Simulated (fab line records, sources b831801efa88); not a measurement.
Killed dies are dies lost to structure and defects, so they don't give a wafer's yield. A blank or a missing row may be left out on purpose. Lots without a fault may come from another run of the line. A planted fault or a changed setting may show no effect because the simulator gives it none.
fab line records | flow sky130
record lots=6 wafers=18 last_day=49
route steps=708 shown GATE_OXIDE@191 POLY_GATE@204 PAD_OPEN@708
lots that met no fault: from a run of the same line without faults
start_h: hours from the record's first day to the start of the lot's first wafer shown | wait_h: hours since the lot's step before | " the same as in the row above | L1.1+2: a row that stands for several wafers | - no value, or no start given | * or withheld: withheld | < > ~ a bound
route shown NAME@n: a module of which the file shows steps, and the number in the route of the first | usual: mean/standard deviation of fault-free wafers | same: alike in all rows | chamber/n: place in a boat | sites: the reading at each site | _std_site: their standard deviation | _edge_site: outer sites' mean less inner sites' | radius_mm: how far each site lies from the wafer's centre | mask NAME#n: copy n | behind: the tool/chamber that last shaped the wafer | hold: why the lot was held/for how many hours/how that ended | device: the transistor (n, p or np) that didn't switch | end of line: the same wafers' tests at the end of the route | a step without rows: its recipe alone | killed: dies lost to structure and defects at the first sort, not the wafer's yield | map: a wafer's dies, x killed, . not, _ none there
set.NAME: the setting as run; set.NAME@STEP: as run at that earlier step | model.NAME: the simulator's own value behind a step, which no gauge read
lots at some steps of the route; a table a step, a row a wafer
services: from which hour (start_h, from the record's first day; less than 0 if before it) a tool's chamber was out of use, for how many hours, and why
## steps
# step SKY_GATE_OXIDE_HMDS_04
# recipe prime_time_s=60 prime_temp_c=120
# step SKY_GATE_OXIDE_COAT_05
# recipe resist=NOVOLAK spin_rpm=3000 resist_thk_nm=1140
# step SKY_GATE_OXIDE_SOFTBAKE_06
# recipe temp_c=90 time_s=60 resist=NOVOLAK
# step SKY_GATE_OXIDE_EXPOSE_07
# recipe mask_id=LVOM na=0.6 source_shape=conventional sigma_outer=0.6 polarization=unpolarized target_cd_nm=600 dose_mj=170
# step SKY_GATE_OXIDE_PEB_08
# recipe temp_c=withheld time_s=* resist=NOVOLAK
# step SKY_GATE_OXIDE_DEVELOP_09
# recipe resist=NOVOLAK developer=TMAH develop_time_s=60 dev_temp_c=23
# step SKY_GATE_OXIDE_OVL_MEAS_10
# usual GATE_OXIDE_OVL=1.0/1.4
# columns lot.wafer tool chamber start_h wait_h GATE_OXIDE_OVL[nm]
L333.2 overlay-01 - 305.27 0.1 1.4
L333.4 " - " " 3.6
L333.6 " - " " 3.0
L336.2 overlay-01 - 334.87 0.1 -2.1
L336.3 " - " " 1.3
L336.4 " - " " 0.6
L348.1 overlay-02 - 434.59 0.1 -0.7
L348.3 " - " " 0.0
L348.6 " - " " -0.6
L349.3 overlay-02 - 443.35 0.1 0.4
L349.4 " - " " -1.2
L349.6 " - " " 1.4
L350.1 overlay-02 - 448.89 0.1 0.1
L350.2 " - " " 2.1
L350.3 " - " " -1.2
L352.1 overlay-02 - 464.74 0.1 1.1
L352.3 " - " " 0.9
L352.4 " - " " 1.8
# step SKY_GATE_OXIDE_IMPLANT_11
# recipe species=B energy_kev=10 dose_cm2=2.6e+12 tilt_deg=withheld
# step SKY_GATE_OXIDE_WET_ETCH_12
# recipe chemistry=dHF target_depth_nm=16.8 dry=n2_spin target=SiO2 dilution=100:1 temp_c=25 time_s=336
# step SKY_GATE_OXIDE_STRIP_13
# recipe chemistry=O2/N2 power_w=1400 pressure_mtorr=1500 platen_temp_c=withheld o2_flow_sccm=3000 n2_flow_sccm=300 overash_fraction=0.5
# usual drypump_motor_current_A=5.5/0.38 n2_flow_sccm=300.1/0.95 oes_product_au=0.715/0.0049 strip_time_to_endpoint_s=14.16/0.039
# same overash_fraction=0.5
# columns lot.wafer tool chamber start_h wait_h drypump_motor_current_A n2_flow_sccm oes_product_au rf_hours_counter_h strip_time_to_endpoint_s
L333.2 plasma_asher-01 1 305.55 0.0 5.5 300.4 0.712 18 14.20
L333.4 " 1 " " 5.5 299.6 0.711 - 14.14
L333.6 " 0 " " 5.4 299.8 0.709 - 14.19
L336.2 plasma_asher-01 0 335.16 0.0 5.4 300.0 0.709 21 14.11
L336.3 " 1 " " 5.5 301.0 0.721 - 14.12
L336.4 " 0 " " 5.5 300.1 0.716 - 14.08
L348.1 plasma_asher-03 0 434.88 0.0 6.0 301.7 0.718 0 14.15
L348.3 " 0 " " 6.0 300.9 0.711 - 14.16
L348.6 " 0 " " 6.0 299.7 0.715 - 14.14
L349.3 plasma_asher-03 1 443.66 0.0 5.6 302.4 0.711 - 14.19
L349.4 " 0 " " 6.0 299.8 0.720 - 14.16
L349.6 " 1 " " 5.6 303.1 0.716 - 14.17
L350.1 plasma_asher-01 0 449.19 0.0 5.4 299.9 0.712 32 14.17
L350.2 " 1 " " 5.5 298.9 0.703 32 14.12
L350.3 " 1 " " 5.5 297.8 0.713 - 14.16
L352.1 plasma_asher-02 1 465.03 0.0 4.7 300.1 0.711 77 14.16
L352.3 " 1 " " 4.7 299.9 0.714 - 14.20
L352.4 " 0 " " 5.8 300.0 0.711 - 14.14
# step SKY_GATE_OXIDE_TW_MEAS_14
# usual GATE_OXIDE_TW=223.4/1.7
# columns lot.wafer tool chamber start_h wait_h GATE_OXIDE_TW
L333.2 film_metro-02 - 305.66 0.1 223.9
L333.4 " - " " 224.6
L333.6 " - " " 224.2
L336.2 film_metro-02 - 335.27 0.1 221.9
L336.3 " - " " 222.5
L336.4 " - " " 222.5
L348.1 film_metro-02 - 435.07 0.2 223.4
L348.3 " - " " 223.4
L348.6 " - " " 224.4
L349.3 film_metro-02 - 443.75 0.1 225.4
L349.4 " - " " 224.0
L349.6 " - " " 226.0
L350.1 film_metro-02 - 449.29 0.1 223.8
L350.2 " - " " 222.8
L350.3 " - " " 224.6
L352.1 film_metro-03 - 465.13 0.1 221.7
L352.3 " - " " 221.2
L352.4 " - " " 222.4
# step SKY_GATE_OXIDE_CLEAN_15
# recipe chemistry=SC1/SC2 mix=1:4:20 temp_c=70 time_s=150 dry=n2_spin
# step SKY_GATE_OXIDE_OXIDATION_16
# recipe temp_c=800 ambient=O2 idle_temp_c=700 ramp_up_c_per_min=10 ramp_down_c_per_min=3 stabilise_s=600 purge_s=300 target_thk_a=35.7 ox_time_s=1915
# usual spike_tc_bottom_C=818.2/1.2 spike_tc_centre_C=801.5/1.4 spike_tc_lower_C=801.0/1 spike_tc_top_C=812.4/1.4 spike_tc_upper_C=800.9/1.5 tube_center_temp_C=800.01/0.07 tube_center_temp_C_max=802.1/0.33 zone_power_bottom_pct=22.33/0.22 zone_power_centre_pct=14.8/0.72 zone_power_upper_pct=13.8/0.54
# columns lot.wafer tool chamber start_h wait_h spike_tc_bottom_C spike_tc_centre_C spike_tc_lower_C spike_tc_top_C spike_tc_upper_C tube_center_temp_C tube_center_temp_C_max zone_power_bottom_pct zone_power_centre_pct zone_power_upper_pct model.SiO2_of_GATE_OXIDE_OXIDATION_01.thk_nm
L333.2 furnace-01 0 311.48 5.7 820.5 803.0 801.5 811.8 803.1 800.16 802.5 22.59 15.1 13.5 11.44
L333.4 " 0 " " 819.4 801.5 802.0 813.5 803.6 800.07 802.3 22.60 15.2 13.5 11.35
L333.6 " 0 " " 819.9 800.6 799.9 811.8 801.7 799.95 802.1 22.61 15.1 13.3 11.53
L336.2 furnace-01 0 335.37 0.0 819.7 802.8 802.3 811.1 802.8 800.01 802.6 22.63 15.2 13.7 11.46
L336.3 " 0 " " 818.2 800.1 804.4 813.6 801.7 800.14 802.1 22.29 15.4 13.7 11.4
L336.4 " 0 " " 819.6 802.9 800.9 810.7 802.2 799.97 802.0 22.05 15.2 13.5 11.53
L348.1 furnace-01 0 435.69 0.5 865.1 848.3 846.3 855.6 846.6 845.7 848.0 25.28 17.2 15.3 13.49
L348.3 " 0 " " 863.7 848.4 846.6 855.4 846.7 845.72 847.9 25.66 17.1 15.1 13.37
L348.6 " 0 " " 864.7 847.1 846.2 855.9 845.5 845.67 847.4 24.97 17.1 15.5 13.26
L349.3 furnace-01 0 443.84 0.0 863.2 848.2 846.5 856.0 845.2 845.66 847.8 25.02 17.1 15.2 13.49
L349.4 " 0 " " 864.0 847.5 848.0 854.7 845.6 845.57 847.6 25.30 16.9 15.2 13.46
L349.6 " 0 " " 864.1 847.4 845.8 855.2 848.3 845.7 847.9 24.91 17.4 15.0 13.43
L350.1 furnace-02 0 449.40 0.0 816.0 798.9 800.5 816.0 799.8 800.08 802.1 22.37 13.8 14.8 11.39
L350.2 " 0 " " 816.4 799.1 802.5 814.6 798.7 800.04 802.0 22.21 13.9 14.5 11.26
L350.3 " 0 " " 816.5 800.3 800.6 811.8 800.3 800.15 802.3 22.16 13.7 14.4 11.19
L352.1 furnace-02 0 465.82 0.6 816.8 798.8 800.9 813.6 798.4 799.98 802.7 22.49 13.8 14.6 11.63
L352.3 " 0 " " 817.6 799.2 800.4 812.4 800.1 799.96 801.7 22.33 13.7 14.6 11.71
L352.4 " 0 " " 817.8 799.9 801.4 813.1 799.7 799.95 802.3 22.26 14.0 14.6 11.75
# step SKY_POLY_GATE_CVD_00
# recipe material=poly-Si target_thk_nm=180 temp_c=620 time_s=720 pressure_mtorr=200
# step SKY_PAD_OPEN_PROBE_99
# usual killed_at_M0_to_M3=44/7.1 killed_at_M4_up=3.1/1.9 killed_at_contacts=25/5.8 killed_at_front_end=16/4.5 killed_at_other=0.3/0.52 killed_dies=88/9.1 killed_open=48/6.8 killed_short=39/5.8
# same gross_dies=492 killed_at_back_side=0
# columns lot.wafer tool chamber start_h wait_h killed_at_M0_to_M3 killed_at_M4_up killed_at_contacts killed_at_front_end killed_at_other killed_dies killed_open killed_short model.etest.nfet_16v.r_on_ohm_um model.etest.pfet_01v8.r_on_ohm_um model.etest.pfet_16v.r_on_ohm_um model.etest.tip_sonos.rs_ohm_sq model.etest.pfet_g5v0d10v5.r_on_ohm_um model.etest.nfet_01v8.r_on_ohm_um model.etest.tip_p.rs_ohm_sq model.etest.nfet_01v8_lvt.drive_ua_um
L333.2 prober-01 - 1077.46 0.1 40 2 24 12 0 78 47 30 1.409e+04 2896 1.516e+04 2632 4662 844.7 6936 575.4
L333.4 prober-01 - 1077.56 0.2 37 2 15 14 1 69 32 36 1.409e+04 2939 1.494e+04 2629 4720 850.6 6950 569.6
L333.6 prober-01 - 1077.66 0.2 38 0 23 9 1 71 43 28 1.421e+04 2941 1.533e+04 2654 4755 840.9 6921 565.7
L336.2 prober-02 - 1097.52 0.1 54 7 17 7 0 85 46 39 1.414e+04 2768 1.538e+04 2601 4701 790.5 6795 606.7
L336.3 prober-02 - 1097.57 0.2 49 3 22 11 1 86 44 42 1.405e+04 2728 1.547e+04 2604 4671 780.5 6778 616.5
L336.4 prober-02 - 1097.62 0.2 49 4 23 16 1 93 50 43 1.408e+04 2828 1.528e+04 2607 4737 797.7 6803 593.2
L348.1 prober-02 - 1165.35 0.1 33 3 23 25 0 84 47 37 1.56e+04 3636 1.637e+04 3184 5154 1186 6975 370.8
L348.3 prober-02 - 1165.45 0.2 38 2 23 21 1 85 41 44 1.536e+04 3628 1.608e+04 3172 5066 1194 6974 370.4
L348.6 prober-02 - 1165.60 0.2 39 0 21 21 0 81 49 32 1.533e+04 3611 1.604e+04 3132 5072 1192 6967 374.6
L349.3 prober-01 - 1168.33 0.2 34 5 23 17 0 79 37 42 1.483e+04 3608 1.617e+04 3116 5213 1215 6970 366.2
L349.4 prober-01 - 1168.38 0.2 36 2 35 12 1 86 49 37 1.483e+04 3705 1.593e+04 3107 5191 1233 7052 360.7
L349.6 prober-01 - 1168.48 0.2 40 1 43 11 0 95 47 47 1.497e+04 3636 1.607e+04 3119 5283 1230 7014 358
L350.1 prober-02 - 1171.31 0.1 45 4 25 13 0 87 47 40 1.403e+04 2897 1.496e+04 2555 4737 857.9 6750 560.9
L350.2 prober-02 - 1171.36 0.1 50 4 17 21 0 92 54 38 1.394e+04 2841 1.526e+04 2528 4712 846.2 6748 561.8
L350.3 prober-02 - 1171.41 0.2 65 1 22 16 0 104 55 48 1.384e+04 2894 1.499e+04 2513 4681 833.9 6760 564.5
L352.1 prober-02 - 1178.16 0.1 43 2 17 14 0 76 42 34 1.417e+04 2894 1.527e+04 2629 4762 861.8 6877 548.4
L352.3 prober-02 - 1178.26 0.2 42 3 24 9 0 78 48 30 1.404e+04 2964 1.533e+04 2641 4823 868.7 6818 551.4
L352.4 prober-02 - 1178.31 0.2 49 4 26 22 0 101 59 42 1.405e+04 3035 1.538e+04 2644 4861 868.1 6820 552.8
# killed by level:class
L333.2 CONTACT:geometric_particle:open=14 VIA1:geometric_particle:open=13 VIA1:geometric_particle:short=7 FIELD_ISO:geometric_particle:open=5 POLY_GATE:geometric_particle:short=5 METAL2:geometric_particle:short=5 VIA3:geometric_particle:open=5 LI_CONTACT:geometric_particle:short=3
L333.4 VIA3:geometric_particle:open=8 FIELD_ISO:geometric_particle:short=6 VIA2:geometric_particle:open=6 LI_CONTACT:geometric_particle:open=5 VIA1:geometric_particle:short=5 METAL2:geometric_particle:short=5 METAL1:geometric_particle:short=4 CONTACT:geometric_particle:open=4
L333.6 CONTACT:geometric_particle:open=11 VIA1:geometric_particle:open=9 METAL2:geometric_particle:short=5 VIA2:geometric_particle:open=5 FIELD_ISO:geometric_particle:short=4 METAL1:geometric_particle:open=4 METAL1:geometric_particle:short=4 VIA1:geometric_particle:short=4
L336.2 VIA1:geometric_particle:open=14 VIA2:geometric_particle:open=8 LI_CONTACT:geometric_particle:open=8 VIA1:geometric_particle:short=8 METAL1:geometric_particle:short=6 VIA3:geometric_particle:open=6 CONTACT:geometric_particle:open=5 METAL4:geometric_particle:short=5
L336.3 VIA1:geometric_particle:open=11 CONTACT:geometric_particle:open=8 VIA2:geometric_particle:open=7 METAL2:geometric_particle:short=7 METAL1:geometric_particle:short=6 LI_CONTACT:geometric_particle:open=5 CONTACT:geometric_particle:short=5 POLY_GATE:geometric_particle:short=4
L336.4 VIA2:geometric_particle:open=10 VIA1:geometric_particle:open=9 LI_CONTACT:geometric_particle:open=8 CONTACT:geometric_particle:open=8 METAL1:geometric_particle:short=8 VIA1:geometric_particle:short=8 FIELD_ISO:geometric_particle:short=6 VIA2:geometric_particle:short=4
L348.1 VIA1:geometric_particle:open=8 LI_CONTACT:geometric_particle:open=7 VIA2:geometric_particle:open=7 FIELD_ISO:geometric_particle:short=6 POLY_GATE:geometric_particle:short=6 CONTACT:geometric_particle:short=6 METAL2:geometric_particle:short=6 CONTACT:geometric_particle:open=5
L348.3 FIELD_ISO:geometric_particle:short=9 VIA1:geometric_particle:short=8 LI_CONTACT:geometric_particle:open=7 CONTACT:geometric_particle:open=7 VIA1:geometric_particle:open=6 VIA2:geometric_particle:open=5 METAL1:geometric_particle:short=5 FIELD_ISO:geometric_particle:open=4
L348.6 CONTACT:geometric_particle:open=10 VIA1:geometric_particle:open=10 METAL2:geometric_particle:short=9 LI_CONTACT:geometric_particle:open=7 VIA2:geometric_particle:open=6 VIA3:geometric_particle:open=6 FIELD_ISO:geometric_particle:open=5 POLY_GATE:geometric_particle:short=5
L349.3 VIA1:geometric_particle:open=10 CONTACT:geometric_particle:open=7 VIA1:geometric_particle:short=7 LI_CONTACT:geometric_particle:open=6 LI_CONTACT:geometric_particle:short=5 VIA2:geometric_particle:open=5 FIELD_ISO:geometric_particle:short=4 POLY_GATE:geometric_particle:short=4
L349.4 CONTACT:geometric_particle:open=12 LI_CONTACT:geometric_particle:open=12 VIA1:geometric_particle:open=11 METAL2:geometric_particle:short=8 LOCAL_INTERCONNECT:geometric_particle:short=5 FIELD_ISO:geometric_particle:short=4 METAL1:geometric_particle:short=4 LI_CONTACT:geometric_particle:short=3
L349.6 CONTACT:geometric_particle:open=13 VIA1:geometric_particle:open=9 LOCAL_INTERCONNECT:geometric_particle:short=8 LI_CONTACT:geometric_particle:open=7 CONTACT:geometric_particle:short=7 VIA1:geometric_particle:short=6 FIELD_ISO:geometric_particle:short=5 LI_CONTACT:geometric_particle:short=5
L350.1 VIA1:geometric_particle:open=11 CONTACT:geometric_particle:open=7 METAL2:geometric_particle:short=6 CONTACT:geometric_particle:short=6 LI_CONTACT:geometric_particle:open=5 VIA2:geometric_particle:open=5 LI_CONTACT:geometric_particle:short=4 METAL1:geometric_particle:short=4
L350.2 VIA1:geometric_particle:open=12 VIA2:geometric_particle:open=9 FIELD_ISO:geometric_particle:open=8 VIA1:geometric_particle:short=6 VIA3:geometric_particle:open=6 POLY_GATE:geometric_particle:short=5 METAL2:geometric_particle:short=5 CONTACT:geometric_particle:open=5
L350.3 VIA1:geometric_particle:open=16 METAL2:geometric_particle:short=11 CONTACT:geometric_particle:open=10 VIA1:geometric_particle:short=8 VIA2:geometric_particle:open=8 METAL3:geometric_particle:short=5 FIELD_ISO:geometric_particle:open=4 LOCAL_INTERCONNECT:geometric_particle:short=4
L352.1 CONTACT:geometric_particle:open=8 METAL1:geometric_particle:short=8 VIA1:geometric_particle:open=7 VIA3:geometric_particle:open=7 METAL2:geometric_particle:short=6 CONTACT:geometric_particle:short=5 VIA2:geometric_particle:open=5 FIELD_ISO:geometric_particle:short=4
L352.3 CONTACT:geometric_particle:open=11 VIA1:geometric_particle:open=8 VIA2:geometric_particle:open=8 LI_CONTACT:geometric_particle:open=6 LI_CONTACT:geometric_particle:short=5 METAL1:geometric_particle:short=5 VIA3:geometric_particle:open=4 METAL1:geometric_particle:open=3
L352.4 CONTACT:geometric_particle:open=9 LI_CONTACT:geometric_particle:open=8 VIA1:geometric_particle:open=7 VIA3:geometric_particle:open=7 VIA2:geometric_particle:open=6 FIELD_ISO:geometric_particle:short=5 POLY_GATE:geometric_particle:open=5 METAL1:geometric_particle:short=5
## services
# columns tool chamber start_h hours kind
plasma_asher-02 - 303.53 2.1 repair
plasma_asher-03 - 304.21 1.6 repair
furnace-02 - 359.00 14.8 repair
furnace-02 - 373.80 3.1 pm
furnace-01 - 418.78 3.0 pm
plasma_asher-03 - 421.28 9.0 pm
plasma_asher-03 0 421.28 9.0 vent_cycle
plasma_asher-03 1 421.28 9.0 vent_cycle
plasma_asher-03 0 430.28 - clean
plasma_asher-03 1 430.28 - clean
plasma_asher-02 - 442.47 2.1 repair
plasma_asher-02 - 452.42 1.6 repair
## key
first_sign step=SKY_GATE_OXIDE_OXIDATION_16 reading=tube_center_temp_C direction=up sigmas=99+ usual=* struck=*
effect step=SKY_GATE_OXIDE_OXIDATION_16 reading=tube_center_temp_C_max direction=up sigmas=99+ usual=* struck=*
model_effect step=SKY_GATE_OXIDE_OXIDATION_16 value=SiO2_of_GATE_OXIDE_OXIDATION_01.thk_nm without=11.46 struck=13.42
model_effect step=SKY_PAD_OPEN_PROBE_99 value=etest.nfet_16v.r_on_ohm_um without=1.412e+04 struck=1.515e+04
met_at SKY_GATE_OXIDE_OXIDATION_16
struck_wafers L348.1,L348.3,L348.6,L349.3,L349.4,L349.6
tester_left_out L348,L349
onset_between 335.37 435.69
fault kind=process_parameter_drift tool=furnace-01 chamber=- onset_h=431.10 steps=SKY_GATE_OXIDE_OXIDATION_16 channel=temp_c offset=* shape=step end_h=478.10 acts_in=* stated=*
# tester_left_out: of these lots the tester's yield and bins aren't shown, on N5 and GAA mostly nor the transistor test; their killed dies are dies lost to structure and defects alone, not to doping, threshold or leakage, so they don't give the yield
